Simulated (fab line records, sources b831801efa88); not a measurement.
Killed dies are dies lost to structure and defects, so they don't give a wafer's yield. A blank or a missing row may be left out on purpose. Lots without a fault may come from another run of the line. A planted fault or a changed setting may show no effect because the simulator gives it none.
Chamber matching | flow gf180mcu | GF_V1_CMP_26 on cmp-02: 4 sister chambers
The step polishes, stops on SiO2, t overpolish 15 s, target thk 0 nm. 8 wafers are shown with their chamber, then 10 later ones without.

WAFERS WITH THEIR CHAMBER
wafer  | chamber | motor_current_A (A) | time_to_endpoint_s (s)
L081.4 | 0       | 10.8                | 88
L088.2 | 3       | 11.8                | 74
L088.5 | 1       | 10.6                | 84
L089.2 | 1       | 9.7                 | 89
L089.5 | 2       | 11.2                | 86
L089.6 | 3       | 11.9                | 73
L093.1 | 0       | 11.2                | 85
L093.2 | 2       | 10.7                | 85

WAFERS WITHOUT THEIR CHAMBER
wafer  | motor_current_A (A) | time_to_endpoint_s (s)
L093.4 | 12.2                | 73
L095.1 | 10.6                | 83
L095.3 | 9.6                 | 90
L095.4 | 10.3                | 83
L096.3 | 11.7                | 78
L096.4 | 9.9                 | 89
L096.6 | 10.3                | 89
L097.2 | 10.6                | 92
L097.5 | 9.8                 | 89
L097.6 | 10.4                | 84

WHICH CHAMBER EACH WENT THROUGH
wafer  | from the rows above          | in truth
L093.4 | 3                            | 3
L095.1 | can't be placed: 2 or 0 or 1 | 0
L095.3 | can't be placed: 1 or 0 or 2 | 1
L095.4 | can't be placed: 1 or 2 or 0 | 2
L096.3 | can't be placed: 3 or 2      | 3
L096.4 | can't be placed: 1 or 0 or 2 | 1
L096.6 | can't be placed: 1 or 0 or 2 | 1
L097.2 | can't be placed: 0 or 1 or 2 | 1
L097.5 | can't be placed: 1 or 0 or 2 | 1
L097.6 | can't be placed: 1 or 2 or 0 | 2
Placed correctly: 1 of 10. Can't be placed from these rows: 9 (the true chamber is among the candidates in 9). Placed wrongly: 0.
How it was worked out, from the rows above alone: a wafer's distance from a chamber is the root of the sum, over the readings, of the square of ((its reading less the chamber's mean) divided by the reading's scatter). The wafer belongs to the nearest chamber; if the next one is less than 2 further off, it can't be placed. A chamber's mean is the mean of its shown wafers. The scatter: the root of (the sum of the squares of (reading less its chamber's mean) over the shown wafers, divided by (wafers less chambers)).
